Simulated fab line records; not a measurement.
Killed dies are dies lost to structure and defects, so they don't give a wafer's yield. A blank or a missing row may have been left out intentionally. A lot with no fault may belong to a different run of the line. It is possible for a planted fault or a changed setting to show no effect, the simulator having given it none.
Which tool did it? :: flow gf180mcu :: Sampling: 14 lots, 42 wafers, 2 of 602 route steps

## WHAT THE GAUGES READ, wafer by wafer
GF_V4_CD_MEAS_14 targets a cd of 260 nm. Usual: cdNm at 259.9 nm, with a standard deviation of 1.4.
lot: L856
measured: day 24 11:02
on: cdSem-02
cdNm (nm): 261.7 260.4 260.0
flag: 

lot: L858
measured: day 25 14:24
on: cdSem-02
cdNm (nm): 255.2 256.3 257.7
flag: 

lot: L859
measured: day 25 16:49
on: cdSem-02
cdNm (nm): 260.7 261.6 260.6
flag: 

lot: L860
measured: day 26 02:58
on: cdSem-02
cdNm (nm): 261.2 260.5 260.2
flag: 

lot: L861
measured: day 26 09:21
on: cdSem-01
cdNm (nm): 260.2 260.7 261.6
flag: 

lot: L862
measured: day 26 16:55
on: cdSem-02
cdNm (nm): 260.7 258.8 258.6
flag: 

lot: L865
measured: day 27 16:47
on: cdSem-02
cdNm (nm): 259.7 259.3 259.6
flag: 

lot: L867
measured: day 28 00:50
on: cdSem-02
cdNm (nm): 262.0 262.1 261.1
flag: 

lot: L866
measured: day 28 03:33
on: cdSem-02
cdNm (nm): 258.1 258.2 259.5
flag: 

lot: L870
measured: day 29 02:32
on: cdSem-02
cdNm (nm): 258.9 260.1 258.3
flag: 

lot: L872
measured: day 29 10:52
on: cdSem-02
cdNm (nm): 259.9 260.9 259.9
flag: 

lot: L874
measured: day 30 10:55
on: cdSem-01
cdNm (nm): 260.2 261.4 260.4
flag: 

lot: L875
measured: day 30 20:51
on: cdSem-01
cdNm (nm): 260.3 259.5 260.6
flag: 

lot: L879
measured: day 31 19:50
on: cdSem-01
cdNm (nm): 259.8 259.9 260.1
flag: 

GF_V4_RS_MEAS_24: measures by four-point-probe. Usual: for V4_W_RS the level is 0.328 ohm/sq and the standard deviation is 0.0035.
lot: L856
measured: day 24 12:05
on: filmMetro-02
V4_W_RS (ohm/sq): 0.322 0.326 0.326
flag: 

lot: L858
measured: day 25 15:26
on: filmMetro-04
V4_W_RS (ohm/sq): 0.332 0.327 0.326
flag: 

lot: L859
measured: day 25 17:50
on: filmMetro-02
V4_W_RS (ohm/sq): 0.324 0.333 0.327
flag: 

lot: L860
measured: day 26 04:00
on: filmMetro-04
V4_W_RS (ohm/sq): 0.332 0.327 0.323
flag: 

lot: L861
measured: day 26 10:28
on: filmMetro-02
V4_W_RS (ohm/sq): 0.328 0.335 0.331
flag: 

lot: L862
measured: day 26 18:17
on: filmMetro-02
V4_W_RS (ohm/sq): 0.329 0.328 0.333
flag: 

lot: L865
measured: day 27 17:49
on: filmMetro-04
V4_W_RS (ohm/sq): 0.331 0.327 0.329
flag: 

lot: L867
measured: day 28 01:54
on: filmMetro-01
V4_W_RS (ohm/sq): 0.325 0.324 0.323
flag: 

lot: L866
measured: day 28 04:39
on: filmMetro-02
V4_W_RS (ohm/sq): 0.335 0.330 0.331
flag: 

lot: L870
measured: day 29 03:41
on: filmMetro-02
V4_W_RS (ohm/sq): 0.329 0.326 0.326
flag: 

lot: L872
measured: day 29 11:55
on: filmMetro-02
V4_W_RS (ohm/sq): 0.326 0.331 0.329
flag: 

lot: L874
measured: day 30 11:56
on: filmMetro-02
V4_W_RS (ohm/sq): 0.329 0.324 0.331
flag: 

lot: L875
measured: day 30 22:00
on: filmMetro-01
V4_W_RS (ohm/sq): 0.327 0.327 0.322
flag: 

lot: L879
measured: day 31 20:52
on: filmMetro-02
V4_W_RS (ohm/sq): 0.328 0.329 0.330
flag: 

## WHICH TOOL RAN EACH LOT (tool, then ch and the chambers of the sampled wafers, then the start)
Before these readings, the record contains no process step.

## AS READ BY THE TOOLS THEMSELVES (means over the sampled wafers that have a number; for cases with no such wafer, the mark the record gives instead)
The record holds no such reading with a usual standard deviation.

## THE ANSWER, worked out from the rows above alone
Rule: a lot counts as off when the mean over its wafers that have a number is more than 3 standard deviations away from the usual mean. A lot without any number at a reading at which 4 lots or more have one is off too. Any other lot the step has rows for is counted as sound. Order of review: gauges by route order, followed by the tools' own readings, for which a lot's mean as printed above is used. At the first step where some lot is off, the reading lying furthest off is the one used; lots without a number count as furthest.
Nothing can be told from this: no lot is off at any reading shown.

## WHAT WAS PUT IN BY THE SIMULATOR
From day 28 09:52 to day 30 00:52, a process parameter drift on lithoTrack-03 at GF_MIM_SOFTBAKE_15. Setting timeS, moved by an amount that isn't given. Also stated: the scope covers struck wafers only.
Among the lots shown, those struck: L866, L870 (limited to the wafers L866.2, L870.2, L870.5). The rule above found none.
